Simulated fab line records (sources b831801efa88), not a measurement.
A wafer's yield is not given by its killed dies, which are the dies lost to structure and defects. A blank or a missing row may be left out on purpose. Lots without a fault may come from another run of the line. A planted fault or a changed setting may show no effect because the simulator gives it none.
A single fault, viewed from 2 desks | flow gf180mcu | each desk holds nothing but its own numbers, with what lay behind them at the end

AT THE METROLOGY DESK
Means of the sampled wafers that have a number, per lot and without regard to the tool the lot ran on: this is what the gauges read. The brackets show how far a lot's mean lies from the usual mean; more than 4 standard deviations puts the lot out of limits, marked OUT. Of its 9 readings 7 are shown: those that lie furthest out on some lot.
Columns: A = V5_BOW at GF_V5_BOW_MEAS_05, usual 132 um; B = cd_nm at GF_V5_CD_MEAS_14, usual 260.0 nm; C = V5_OVL at GF_V5_OVL_MEAS_15, usual 4 nm; D = V5_W_RS at GF_V5_RS_MEAS_24, usual 0.326 ohm/sq; E = V5_W_THK at GF_V5_THK_MEAS_25, usual 349 nm; F = cd_nm at GF_TOP_METAL_CD_MEAS_14, usual 439.8 nm; G = TOP_METAL_OVL at GF_TOP_METAL_OVL_MEAS_15, usual -0.4 nm
lot  | first seen here | A   | B     | C  | D     | E   | F     | G
L309 | day 28 22:31    | 137 | 259.3 | 4  | 0.327 | 351 | 437.1 | -0.8
L313 | day 30 12:01    | 131 | 260.7 | -8 | 0.328 | 345 | 441.9 | -1.4
L315 | day 30 22:49    | 131 | 258.3 | 1  | 0.327 | 350 | 436.1 | 2.0
L319 | day 31 10:52    | 114 | 260.2 | 9  | 0.325 | 354 | 439.6 | -0.4
L320 | day 31 21:32    | 130 | 259.7 | -1 | 0.327 | 351 | 440.2 | -1.1
L323 | day 32 10:23    | 135 | 262.1 | 3  | 0.332 | 340 | 439.3 | -0.9
This desk found nothing out of limits on any of the 6 lots.

FOR THE TOOL OWNER'S DESK: rie_diel-02
The tool's own readings at GF_V5_ETCH_16 (etches BARC in N2/H2): means of the sampled wafers that have a number, for each lot that ran on this tool. The brackets show how far a lot's mean lies from the usual mean; more than 4 standard deviations puts the lot out of limits, marked OUT.
Columns: A = drypump_motor_current_A at GF_V5_ETCH_16, usual 5.7 A; B = h2_flow_sccm at GF_V5_ETCH_16, usual 200.0 sccm; C = n2_flow_sccm at GF_V5_ETCH_16, usual 100.04 sccm; D = oes_product_au at GF_V5_ETCH_16, usual 0.854 a.u.; E = throttle_valve_pct at GF_V5_ETCH_16, usual 13.225 %
lot  | first seen here | A   | B     | C      | D     | E
L309 | day 29 17:35    | 5.2 | 199.5 | 99.63  | 0.856 | 13.234
L313 | day 31 05:02    | 5.5 | 200.3 | 100.28 | 0.849 | 13.231
L315 | day 31 16:46    | 5.6 | 200.7 | 100.01 | 0.857 | 13.237
This desk found nothing out of limits on any of the 3 lots.

PUT TOGETHER
Metrology desk: nothing out of limits seen.
The desk of the tool owner found nothing out of limits.

WHAT THE SIMULATOR HAD PUT IN
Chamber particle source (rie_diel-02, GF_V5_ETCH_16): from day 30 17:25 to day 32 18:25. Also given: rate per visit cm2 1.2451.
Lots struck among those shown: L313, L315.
